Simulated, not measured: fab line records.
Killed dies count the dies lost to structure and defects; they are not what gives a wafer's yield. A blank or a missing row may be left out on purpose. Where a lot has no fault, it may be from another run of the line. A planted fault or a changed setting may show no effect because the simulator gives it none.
2 desks, one fault + flow sky130 + what lay behind the numbers comes last; until then each desk has only its own

## AT THE METROLOGY DESK
Lot by lot, what the gauges showed, no matter which tool ran the lot: averages of those sampled wafers that carry a number. Marked OUT: a lot whose mean sits more than 4 standard deviations from the usual mean, which makes it out of limits; the brackets give that distance.
Columns: A = CONTACT_W_RS at SKY_CONTACT_RS_MEAS_25, usual 0.339 ohm/sq; B = CONTACT_W_THK at SKY_CONTACT_THK_MEAS_26, usual 342 nm
| lot  | first seen here | A     | B   |
|------|-----------------|-------|-----|
| L203 | day 32 01:27    | 0.338 | 342 |
| L205 | day 32 22:41    | 0.334 | 347 |
| L209 | day 34 06:47    | 0.340 | 337 |
| L210 | day 34 12:44    | 0.334 | 344 |
| L211 | day 34 19:17    | 0.336 | 349 |
| L220 | day 37 16:46    | 0.343 | 341 |
| L222 | day 37 23:40    | 0.336 | 348 |
This desk's finding: nothing out of limits on any of the 7 lots.

## DESK OF THE TOOL OWNER: pvd-sputter-03
The tool's own readings at SKY_METAL1_SPUTTER_03 (material Ti, target thk 5 nm, time 3.3 s): means of the sampled wafers that have a number, for each lot that ran on this tool. Marked OUT: a lot whose mean sits more than 4 standard deviations from the usual mean, which makes it out of limits; the brackets give that distance.
Columns: A = cathode-dc-power-W at SKY_METAL1_SPUTTER_03, usual 3000.0 W; B = chamber-pressure-pa at SKY_METAL1_SPUTTER_03, usual 0.3998 Pa; C = throttle-valve-pct at SKY_METAL1_SPUTTER_03, usual 30.0 %
| lot  | first seen here | A      | B      | C    |
|------|-----------------|--------|--------|------|
| L203 | day 32 02:15    | 3000.0 | 0.3989 | 29.4 |
This desk's finding: nothing out of limits on the one lot.

## ALL TOGETHER
Metrology desk: nothing out of limits seen.
The tool owner's desk saw nothing out of limits.

## WHAT HAD BEEN PUT IN BY THE SIMULATOR
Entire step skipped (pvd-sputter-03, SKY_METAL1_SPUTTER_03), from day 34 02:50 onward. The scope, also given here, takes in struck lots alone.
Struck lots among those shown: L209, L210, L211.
